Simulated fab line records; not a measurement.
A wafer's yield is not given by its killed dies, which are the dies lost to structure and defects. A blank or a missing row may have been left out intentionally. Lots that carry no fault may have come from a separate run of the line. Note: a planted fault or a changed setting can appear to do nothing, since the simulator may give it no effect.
Which tool is to blame? + flow sky130 + 36 wafers from 12 lots sampled at 4 of the route's 708 steps

## WHAT EACH GAUGE READ, for each wafer
SKY_METAL4_OVL_MEAS_14. Usual: METAL4_OVL 1 nm, standard deviation 5.6.
| lot  | measured     | on         | METAL4_OVL (nm) | flag |
|------|--------------|------------|-----------------|------|
| L928 | day 42 05:14 | overlay-01 | -6 -6 2         |      |
| L930 | day 42 17:47 | overlay-01 | -8 -3 -6        |      |
| L931 | day 43 01:23 | overlay-01 | 17 0 12         |      |
| L932 | day 43 06:02 | overlay-02 | 9 -2 -2         |      |
| L933 | day 43 10:41 | overlay-01 | 8 7 9           |      |
| L935 | day 44 12:09 | overlay-02 | -6 0 -4         |      |
| L936 | day 44 13:35 | overlay-01 | -4 -3 -5        |      |
| L937 | day 44 20:17 | overlay-02 | 9 7 7           |      |
| L939 | day 45 16:47 | overlay-02 | -3 0 -2         |      |
| L942 | day 46 03:05 | overlay-02 | -1 -10 -4       |      |
| L947 | day 47 10:08 | overlay-01 | 5 6 11          |      |
| L951 | day 48 11:36 | overlay-01 | -3 -8 6         |      |

SKY_VIA4_THK_MEAS_01. Usual: VIA4_HDPCVD_THK 1752 nm, standard deviation 17.
| lot  | measured     | on           | VIA4_HDPCVD_THK (nm) | flag |
|------|--------------|--------------|----------------------|------|
| L928 | day 42 06:55 | filmMetro-02 | 1761 1774 1769       |      |
| L930 | day 42 19:01 | filmMetro-04 | 1752 1775 1776       |      |
| L931 | day 43 02:31 | filmMetro-02 | 1731 1772 1746       |      |
| L932 | day 43 07:11 | filmMetro-04 | 1741 1765 1746       |      |
| L933 | day 43 11:49 | filmMetro-04 | 1753 1754 1733       |      |
| L935 | day 44 13:42 | filmMetro-04 | 1743 1738 1747       |      |
| L936 | day 44 14:43 | filmMetro-01 | 1759 1778 1753       |      |
| L937 | day 44 21:29 | filmMetro-04 | 1761 1769 1773       |      |
| L939 | day 45 17:55 | filmMetro-01 | 1777 2591 1777       | OFF  |
| L942 | day 46 04:14 | filmMetro-04 | 1771 2567 2580       | OFF  |
| L947 | day 47 11:21 | filmMetro-01 | 1756 1751 1749       |      |
| L951 | day 48 12:46 | filmMetro-01 | 1747 1760 1737       |      |

SKY_PASSIVATION_THK_MEAS_01. Usual: PASSIVATION_CVD_00_THK 89.8 nm, standard deviation 1.2.
| lot  | measured     | on           | PASSIVATION_CVD_00_THK (nm) | flag |
|------|--------------|--------------|-----------------------------|------|
| L928 | day 44 07:33 | filmMetro-04 | 87.8 87.0 88.7              |      |
| L930 | day 44 18:25 | filmMetro-03 | 88.9 88.9 90.8              |      |
| L931 | day 45 03:10 | filmMetro-04 | 89.2 89.7 89.4              |      |
| L932 | day 45 06:16 | filmMetro-03 | 89.3 90.7 91.2              |      |
| L933 | day 45 09:37 | filmMetro-02 | 88.9 89.9 89.8              |      |
| L935 | day 46 11:09 | filmMetro-03 | 88.3 88.6 90.0              |      |
| L936 | day 46 12:40 | filmMetro-03 | 90.1 89.9 89.8              |      |
| L937 | day 46 17:38 | filmMetro-03 | 89.0 90.1 90.2              |      |
| L939 | day 47 13:53 | filmMetro-04 | 89.4 90.9 90.4              |      |
| L942 | day 47 22:42 | filmMetro-03 | 88.3 89.3 90.1              |      |
| L947 | day 49 05:17 | filmMetro-03 | 90.0 92.7 91.9              |      |
| L951 | day 50 04:26 | filmMetro-03 | 93.0 90.7 90.1              |      |

## WHICH TOOL RAN EACH LOT (tool, then ch and the chambers of the sampled wafers, then the start)
| lot  | SKY_VIA4_HDPCVD_00               |
|------|----------------------------------|
| L928 | hdpcvd-01 ch 0,1,2, day 42 06:44 |
| L930 | hdpcvd-01 ch 0,2, day 42 18:44   |
| L931 | hdpcvd-02 ch 0,1,2, day 43 02:20 |
| L932 | hdpcvd-01 ch 0,1, day 43 06:59   |
| L933 | hdpcvd-02 ch 0,2, day 43 11:38   |
| L935 | hdpcvd-02 ch 0,1,2, day 44 13:35 |
| L936 | hdpcvd-01 ch 0,2, day 44 14:32   |
| L937 | hdpcvd-01 ch 0,2, day 44 21:19   |
| L939 | hdpcvd-01 ch 1,2, day 45 17:44   |
| L942 | hdpcvd-01 ch 1,2, day 46 04:02   |
| L947 | hdpcvd-02 ch 0,1,2, day 47 11:10 |
| L951 | hdpcvd-02 ch 0,1,2, day 48 12:39 |
- SKY_VIA4_HDPCVD_00: deposits SiO2, target thk 1750 nm, time 291.7 s.

## WHAT THE TOOLS THEMSELVES READ (means of the sampled wafers that have a number; where no wafer has one, the mark that the record gives instead)
SKY_VIA4_HDPCVD_00. Usual: susceptorTempC 400.02 C, standard deviation 0.23.
| lot  | tool      | susceptorTempC (C) | flag |
|------|-----------|--------------------|------|
| L928 | hdpcvd-01 | 399.88             |      |
| L930 | hdpcvd-01 | 399.86             |      |
| L931 | hdpcvd-02 | 400.15             |      |
| L932 | hdpcvd-01 | 400.15             |      |
| L933 | hdpcvd-02 | 400.21             |      |
| L935 | hdpcvd-02 | 399.96             |      |
| L936 | hdpcvd-01 | 400.08             |      |
| L937 | hdpcvd-01 | 399.70             |      |
| L939 | hdpcvd-01 | 399.92             |      |
| L942 | hdpcvd-01 | 399.97             |      |
| L947 | hdpcvd-02 | 400.02             |      |
| L951 | hdpcvd-02 | 400.24             |      |

## THE ANSWER, worked out from the rows above alone
Rule: lot off if the mean of its wafers having a number is beyond 3 standard deviations from the usual mean. Also off: a lot with no number at a reading for which 4 or more lots have one. Where the step has rows for the other lots, those lots are counted as sound. After the gauges, taken in route order, come the tools' own readings; for these a lot's mean is taken, as printed above. At the first step where some lot is off, the reading lying furthest off is the one used; lots without a number count as furthest.
Off: at SKY_VIA4_THK_MEAS_01 (VIA4_HDPCVD_THK), L939, L942.
If a tool, at a process step before that reading, ran all the lots that are off and no sound lot after the first of them, it fits. The gauges at SKY_VIA4_THK_MEAS_01 are tried like those tools. One fits: hdpcvd-01 at SKY_VIA4_HDPCVD_00. Its last sound lot is L937 (day 44 21:19), its first lot that is off L939 (day 45 17:44): a fault that began between those two fits.

## WHAT HAD BEEN PUT IN BY THE SIMULATOR
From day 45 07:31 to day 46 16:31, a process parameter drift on hdpcvd-01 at SKY_VIA4_HDPCVD_00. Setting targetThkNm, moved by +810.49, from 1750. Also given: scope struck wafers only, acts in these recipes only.
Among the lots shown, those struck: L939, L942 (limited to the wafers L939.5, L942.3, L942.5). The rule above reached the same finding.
